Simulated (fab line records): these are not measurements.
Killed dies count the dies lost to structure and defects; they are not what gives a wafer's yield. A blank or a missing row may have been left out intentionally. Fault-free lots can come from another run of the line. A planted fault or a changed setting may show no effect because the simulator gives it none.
Which tool did it? | flow gf180mcu | 33 wafers from 11 lots sampled at 6 of the route's 602 steps

## WHAT THE GAUGES READ, wafer by wafer
GF_M5_OVL_MEAS_08.
lot  | measured     | on         | M5_OVL (nm)
L262 | day 26 09:33 | overlay-01 | -15 -8 -14
L264 | day 26 18:51 | overlay-01 | -11 -10 -10
L266 | day 27 05:12 | overlay-01 | 1 0 -2
L269 | day 28 15:15 | overlay-01 | -10 -6 -7
L270 | day 28 20:21 | overlay-01 | -10 -8 -10
L271 | day 29 11:22 | overlay-02 | -2 -3 -2
L277 | day 31 06:06 | overlay-02 | -5 -3 -3
L282 | day 32 12:20 | overlay-02 | -12 -3 -19
L284 | day 32 17:32 | overlay-02 | -12 -11 -6
L283 | day 32 18:14 | overlay-01 | 4 3 9
L285 | day 32 21:53 | overlay-02 | -10 -14 -3

GF_V5_THK_MEAS_01.
lot  | measured     | on            | V5_CVD_00_THK (nm)
L262 | day 26 10:20 | film-metro-02 | 296.8 302.9 297.2
L264 | day 26 19:37 | film-metro-02 | 301.3 303.2 307.6
L266 | day 27 05:58 | film-metro-02 | 299.0 295.6 298.6
L269 | day 28 16:10 | film-metro-02 | 304.2 299.3 303.8
L270 | day 28 21:15 | film-metro-04 | 306.5 305.2 303.3
L271 | day 29 12:10 | film-metro-03 | 297.5 302.3 302.6
L277 | day 31 06:54 | film-metro-04 | 302.6 304.2 302.9
L282 | day 32 13:07 | film-metro-03 | 303.2 305.6 302.7
L284 | day 32 18:19 | film-metro-03 | 301.9 300.5 300.0
L283 | day 32 19:01 | film-metro-04 | 305.2 302.5 303.6
L285 | day 32 22:40 | film-metro-03 | 303.0 301.3 303.5

GF_TOP_METAL_RS_MEAS_05: the measuring method here is four-point-probe.
lot  | measured     | on            | TOP_METAL_ALCU_RS (ohm/sq)
L262 | day 27 09:08 | film-metro-04 | 0.0324 0.0319 0.0325
L264 | day 27 18:11 | film-metro-01 | 0.0324 0.0326 0.0324
L266 | day 28 04:46 | film-metro-01 | 0.0325 0.0327 0.0326
L269 | day 29 13:25 | film-metro-01 | 0.0321 0.0325 0.0326
L270 | day 29 18:42 | film-metro-01 | 0.0335 0.0329 0.0329
L271 | day 30 09:09 | film-metro-03 | 0.0328 0.0326 0.0329
L277 | day 32 02:14 | film-metro-03 | 0.0326 0.0379 0.0330
L282 | day 33 07:09 | film-metro-03 | 0.0326 0.0321 0.0325
L284 | day 33 12:38 | film-metro-01 | 0.0327 0.0326 0.0327
L283 | day 33 14:01 | film-metro-01 | 0.0323 0.0324 0.0327
L285 | day 33 16:47 | film-metro-04 | 0.0327 0.0323 0.0329

GF_TOP_METAL_THK_MEAS_06: measures by xrf.
lot  | measured     | on            | TOP_METAL_ALCU_THK (nm)
L262 | day 27 09:14 | film-metro-04 | 890 900 889
L264 | day 27 18:18 | film-metro-01 | 887 880 889
L266 | day 28 04:52 | film-metro-01 | 887 878 881
L269 | day 29 13:32 | film-metro-01 | 894 889 881
L270 | day 29 18:49 | film-metro-01 | 856 878 879
L271 | day 30 09:15 | film-metro-03 | 881 892 883
L277 | day 32 02:21 | film-metro-03 | 889 767 880
L282 | day 33 07:16 | film-metro-03 | 892 905 893
L284 | day 33 12:45 | film-metro-01 | 879 883 879
L283 | day 33 14:08 | film-metro-01 | 895 891 885
L285 | day 33 16:54 | film-metro-04 | 896 903 880

## WHAT TOOL EACH LOT RAN ON (gives the tool, then ch and the chambers of the sampled wafers, and finally the start)
lot  | GF_MIM_STRIP_20                      | GF_TOP_METAL_SPUTTER_02
L262 | plasma-asher-01 ch 0,1, day 25 11:46 | pvd-sputter-01, day 27 09:00
L264 | plasma-asher-02 ch 0,1, day 25 21:24 | pvd-sputter-03, day 27 18:05
L266 | plasma-asher-01 ch 0,1, day 26 08:40 | pvd-sputter-03, day 28 04:39
L269 | plasma-asher-01 ch 0,1, day 27 19:41 | pvd-sputter-01, day 29 13:20
L270 | plasma-asher-02 ch 1, day 28 00:54   | pvd-sputter-02, day 29 18:37
L271 | plasma-asher-02 ch 0,1, day 28 15:34 | pvd-sputter-03, day 30 09:01
L277 | plasma-asher-01 ch 1, day 30 11:16   | pvd-sputter-03, day 32 02:08
L282 | plasma-asher-04 ch 0,1, day 31 19:29 | pvd-sputter-01, day 33 07:02
L284 | plasma-asher-01 ch 0,1, day 32 00:47 | pvd-sputter-01, day 33 12:32
L283 | plasma-asher-02 ch 0,1, day 32 01:05 | pvd-sputter-01, day 33 13:56
L285 | plasma-asher-04 ch 0,1, day 32 05:47 | pvd-sputter-02, day 33 16:41
- GF_MIM_STRIP_20: strips in O2/N2.
- GF_TOP_METAL_SPUTTER_02: material AlCu, target thk 900 nm, time 47.82 s.

## WHAT THE TOOLS THEMSELVES READ (means of the sampled wafers that have a number; where no wafer has one, the mark that the record gives instead)
GF_MIM_STRIP_20.
lot  | tool            | drypump-motor-current-A (A) | heater-power-w (W) | oes-product-au (a.u.) | strip-time-to-endpoint-s (s)
L262 | plasma-asher-01 | 5.9                         | 344                | 0.690                 | 11.19
L264 | plasma-asher-02 | 6.0                         | 340                | 0.692                 | 11.19
L266 | plasma-asher-01 | 6.0                         | 337                | 0.697                 | 11.21
L269 | plasma-asher-01 | 5.9                         | 334                | 0.689                 | 11.22
L270 | plasma-asher-02 | 5.6                         | 325                | 0.698                 | 11.27
L271 | plasma-asher-02 | 5.8                         | 332                | 0.692                 | 11.22
L277 | plasma-asher-01 | 5.6                         | 358                | 0.687                 | 11.18
L282 | plasma-asher-04 | 5.3                         | 324                | 0.694                 | 11.24
L284 | plasma-asher-01 | 5.8                         | 348                | 0.690                 | 11.19
L283 | plasma-asher-02 | 6.0                         | 336                | 0.693                 | 11.25
L285 | plasma-asher-04 | 5.3                         | 326                | 0.692                 | 11.17

GF_TOP_METAL_SPUTTER_02.
lot  | tool           | cathode-dc-power-W (W) | throttle-valve-pct (%)
L262 | pvd-sputter-01 | 10601                  | 29.6
L264 | pvd-sputter-03 | 10599                  | 30.7
L266 | pvd-sputter-03 | 10601                  | 31.7
L269 | pvd-sputter-01 | 10600                  | 29.7
L270 | pvd-sputter-02 | 10602                  | 29.7
L271 | pvd-sputter-03 | 10599                  | 31.0
L277 | pvd-sputter-03 | 10185                  | 31.7
L282 | pvd-sputter-01 | 10602                  | 30.1
L284 | pvd-sputter-01 | 10601                  | 29.7
L283 | pvd-sputter-01 | 10600                  | 30.0
L285 | pvd-sputter-02 | 10600                  | 29.3

## THE ANSWER, worked out from the rows above alone
Rule: the usual values come from the lots themselves. Put in order of their means at a reading, lots are off if they are a third of the lots or fewer, leave a main group of 4 or more, and stand apart from it by a gap of 3 or more times the standard deviation of the main group's means; of several such gaps the widest counts. The tables above print the reading to a certain number of digits; a main group whose means all agree to those digits is not used. Also off: a lot with no number at a reading for which 4 or more lots have one. All remaining lots with rows at the step are treated as sound. Order of review: gauges by route order, followed by the tools' own readings, for which a lot's mean as printed above is used. At the first step where some lot is off, the reading lying furthest off is the one used; lots without a number count as furthest.
Off: at GF_TOP_METAL_RS_MEAS_05 (TOP_METAL_ALCU_RS), L277. The main group: mean 0.0326 ohm/sq, standard deviation 0.00022.
If a tool, at a process step before that reading, ran all the lots that are off and no sound lot after the first of them, it fits. Not tried: the gauges at GF_TOP_METAL_RS_MEAS_05; whatever is off there is also off at GF_TOP_METAL_SPUTTER_02, on other tools, and gauge error can't account for it. One candidate fits, namely pvd-sputter-03 at GF_TOP_METAL_SPUTTER_02. A fault onset in the window from L271 (day 30 09:01, its last sound lot) to L277 (day 32 02:08, its first lot off) fits.
On the lots that are off, the tool's own readings at GF_TOP_METAL_SPUTTER_02 differ by more than 5 times the standard deviation of the sound lots' means, which bears it out; cathode-dc-power-W reads 10185 W there versus 10600 W on the sound lots.

## WHAT THE SIMULATOR HAD PUT IN
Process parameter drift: pvd-sputter-03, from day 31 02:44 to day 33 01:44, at GF_TOP_METAL_SPUTTER_02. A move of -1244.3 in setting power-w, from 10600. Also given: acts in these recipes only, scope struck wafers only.
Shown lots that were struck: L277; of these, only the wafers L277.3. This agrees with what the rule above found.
